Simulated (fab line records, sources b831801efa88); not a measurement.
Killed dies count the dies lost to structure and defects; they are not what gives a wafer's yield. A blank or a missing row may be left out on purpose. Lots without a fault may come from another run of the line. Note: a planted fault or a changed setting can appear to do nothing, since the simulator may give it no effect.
What tool caused it? ; flow gf180mcu ; 12 lots, 36 wafers sampled, at 6 steps of a route of 602

WHAT EACH GAUGE READ, for each wafer
GF_V5_RS_MEAS_24: a four-point-probe measurement. Usual: for V5_W_RS the level is 0.323 ohm/sq and the standard deviation is 0.0047.
lot;measured;on;V5_W_RS (ohm/sq);flag
L278;day 28 07:45;filmMetro-03;0.318 0.318 0.321;
L279;day 28 20:22;filmMetro-02;43.367 42.776 42.989;OFF
L280;day 29 02:54;filmMetro-04;43.561 43.240 43.302;OFF
L281;day 29 12:25;filmMetro-02;43.772 43.206 44.054;OFF
L284;day 30 11:37;filmMetro-03;0.326 0.327 0.325;
L289;day 31 15:07;filmMetro-04;0.317 0.322 0.318;
L290;day 31 22:06;filmMetro-04;0.319 0.324 0.323;
L291;day 32 08:19;filmMetro-03;0.320 0.327 0.322;
L292;day 32 10:54;filmMetro-04;0.323 0.321 0.321;
L297;day 33 09:22;filmMetro-04;0.321 0.321 0.322;
L298;day 33 20:34;filmMetro-02;0.337 0.335 0.322;
L299;day 34 02:14;filmMetro-04;0.317 0.315 0.317;

GF_V5_THK_MEAS_25: measures by xrf. Usual: for V5_W_THK the level is 363 nm and the standard deviation is 6.7.
lot;measured;on;V5_W_THK (nm);flag
L278;day 28 07:52;filmMetro-03;377 373 368;
L279;day 28 20:28;filmMetro-02;<0 <0 <0;OFF
L280;day 29 03:01;filmMetro-04;- <0 <0;OFF
L281;day 29 12:32;filmMetro-02;<0 <0 <0;OFF
L284;day 30 11:44;filmMetro-03;361 359 361;
L289;day 31 15:13;filmMetro-04;368 360 365;
L290;day 31 22:13;filmMetro-04;365 358 357;
L291;day 32 08:26;filmMetro-03;372 364 369;
L292;day 32 11:01;filmMetro-04;361 362 364;
L297;day 33 09:29;filmMetro-04;361 362 360;
L298;day 33 20:41;filmMetro-02;347 351 363;
L299;day 34 02:20;filmMetro-04;366 367 363;

GF_TOP_METAL_OVL_MEAS_15. Usual: for TOP_METAL_OVL the level is -0.2 nm and the standard deviation is 1.2.
lot;measured;on;TOP_METAL_OVL (nm);flag
L278;day 29 03:59;overlay-01;-1.6 0.8 -0.9;
L284;day 31 06:05;overlay-02;-0.7 -1.1 -1.8;
L289;day 32 09:44;overlay-01;0.5 -0.6 -1.4;
L290;day 32 15:20;overlay-02;-1.6 1.5 1.1;
L291;day 33 01:38;overlay-01;-1.2 0.0 -2.1;
L292;day 33 04:34;overlay-02;-3.2 -2.1 -1.3;
L297;day 34 02:02;overlay-02;-1.5 0.1 0.0;
L298;day 34 12:40;overlay-02;-1.1 -1.0 -0.5;
L299;day 34 17:59;overlay-01;0.8 0.2 1.6;

WHAT TOOL EACH LOT RAN ON (gives the tool, then ch and the chambers of the sampled wafers, and finally the start)
lot;GF_V3_CMP_04;GF_M4_SPUTTER_02;GF_V5_CVD_23
L278;cmp-02 ch 0,1,2, day 22 12:29;pvdSputter-04, day 23 13:29;cvdW-01 ch 0, day 28 07:38
L279;cmp-01 ch 2,3, day 23 04:04;pvdSputter-04, day 24 05:14;cvdW-01 ch 0,1, day 28 20:16
L280;cmp-01 ch 2,3, day 23 10:29;pvdSputter-01, day 24 11:34;cvdW-02 ch 0,1, day 29 02:47
L281;cmp-01 ch 0,2,3, day 24 01:11;pvdSputter-04, day 25 01:02;cvdW-02 ch 0,1, day 29 12:19
L284;cmp-01 ch 1,2, day 25 02:58;pvdSputter-04, day 26 02:19;cvdW-01 ch 0,1, day 30 11:30
L289;cmp-02 ch 0,1,2, day 26 10:02;pvdSputter-04, day 27 09:18;cvdW-02 ch 0,1, day 31 15:00
L290;cmp-01 ch 0,2,3, day 26 18:27;pvdSputter-04, day 27 17:26;cvdW-01 ch 0,1, day 31 21:59
L291;cmp-01 ch 1,2,3, day 27 06:05;pvdSputter-04, day 28 03:14;cvdW-01 ch 0,1, day 32 08:11
L292;cmp-01 ch 0,1,3, day 27 08:13;pvdSputter-03, day 28 06:35;cvdW-02 ch 0, day 32 10:40
L297;cmp-02 ch 1,2,3, day 28 12:21;pvdSputter-01, day 29 09:13;cvdW-02 ch 0,1, day 33 09:16
L298;cmp-02 ch 0,2,3, day 29 02:09;pvdSputter-04, day 29 23:15;cvdW-01 ch 0,1, day 33 20:28
L299;cmp-01 ch 0,2, day 29 08:00;pvdSputter-01, day 30 05:07;cvdW-02 ch 0,1, day 34 02:06
- GF_V3_CMP_04: polishes SiO2.
- GF_M4_SPUTTER_02: material AlCu, target thk 450 nm, time 23.9 s.
- GF_V5_CVD_23: deposits W, target thk 350 nm, time 104.9 s.

WHAT THE TOOLS THEMSELVES READ (means of the sampled wafers that have a number; where no wafer has one, the mark that the record gives instead)
GF_V3_CMP_04. Usual: motorCurrentA 12.3 A, standard deviation 0.64; timeToEndpointS 81 s, standard deviation 5.9.
lot;tool;motorCurrentA (A);timeToEndpointS (s);flag
L278;cmp-02;12.1;76;
L279;cmp-01;12.6;87;
L280;cmp-01;12.1;79;
L281;cmp-01;12.1;80;
L284;cmp-01;12.8;75;
L289;cmp-02;11.8;81;
L290;cmp-01;11.9;87;
L291;cmp-01;13.0;80;
L292;cmp-01;12.2;81;
L297;cmp-02;12.0;82;
L298;cmp-02;12.0;80;
L299;cmp-01;11.9;72;

GF_M4_SPUTTER_02. Usual: throttleValvePct 30.0 %, standard deviation 1.3.
lot;tool;throttleValvePct (%);flag
L278;pvdSputter-04;29.0;
L279;pvdSputter-04;29.0;
L280;pvdSputter-01;30.2;
L281;pvdSputter-04;29.6;
L284;pvdSputter-04;29.1;
L289;pvdSputter-04;29.0;
L290;pvdSputter-04;30.5;
L291;pvdSputter-04;30.4;
L292;pvdSputter-03;30.3;
L297;pvdSputter-01;29.6;
L298;pvdSputter-04;30.4;
L299;pvdSputter-01;29.6;

GF_V5_CVD_23. Usual: chamberPressureTorr 40.00 Torr, standard deviation 0.079; heaterPowerOuterW 533 W, standard deviation 35; heaterPowerW 868 W, standard deviation 52.
lot;tool;chamberPressureTorr (Torr);heaterPowerOuterW (W);heaterPowerW (W);flag
L278;cvdW-01;39.99;554;926;
L279;cvdW-01;-;-;-;OFF
L280;cvdW-02;-;-;-;OFF
L281;cvdW-02;-;-;-;OFF
L284;cvdW-01;39.99;529;870;
L289;cvdW-02;40.00;524;875;
L290;cvdW-01;39.98;529;877;
L291;cvdW-01;39.98;536;874;
L292;cvdW-02;39.92;504;839;
L297;cvdW-02;40.06;522;862;
L298;cvdW-01;39.99;526;847;
L299;cvdW-02;40.04;532;860;

THE ANSWER, worked out from the rows above alone
Rule: lot off if the mean of its wafers having a number is beyond 3 standard deviations from the usual mean. Also off: a lot with no number at a reading for which 4 or more lots have one. The other lots that the step has rows for count as sound. After the gauges, taken in route order, come the tools' own readings; for these a lot's mean is taken, as printed above. The first step at which some lot is off is used, and at that step the reading that is off furthest; a lot without a number counts as furthest.
Off: L279, L280, L281, seen at GF_V5_RS_MEAS_24 (V5_W_RS).
If a tool, at a process step before that reading, ran all the lots that are off and no sound lot after the first of them, it fits. Not tried: the gauges at GF_V5_RS_MEAS_24; whatever is off there is also off at GF_V5_CVD_23, on other tools, and gauge error can't account for it. Not one of the candidates tried fits.

WHAT HAD BEEN PUT IN BY THE SIMULATOR
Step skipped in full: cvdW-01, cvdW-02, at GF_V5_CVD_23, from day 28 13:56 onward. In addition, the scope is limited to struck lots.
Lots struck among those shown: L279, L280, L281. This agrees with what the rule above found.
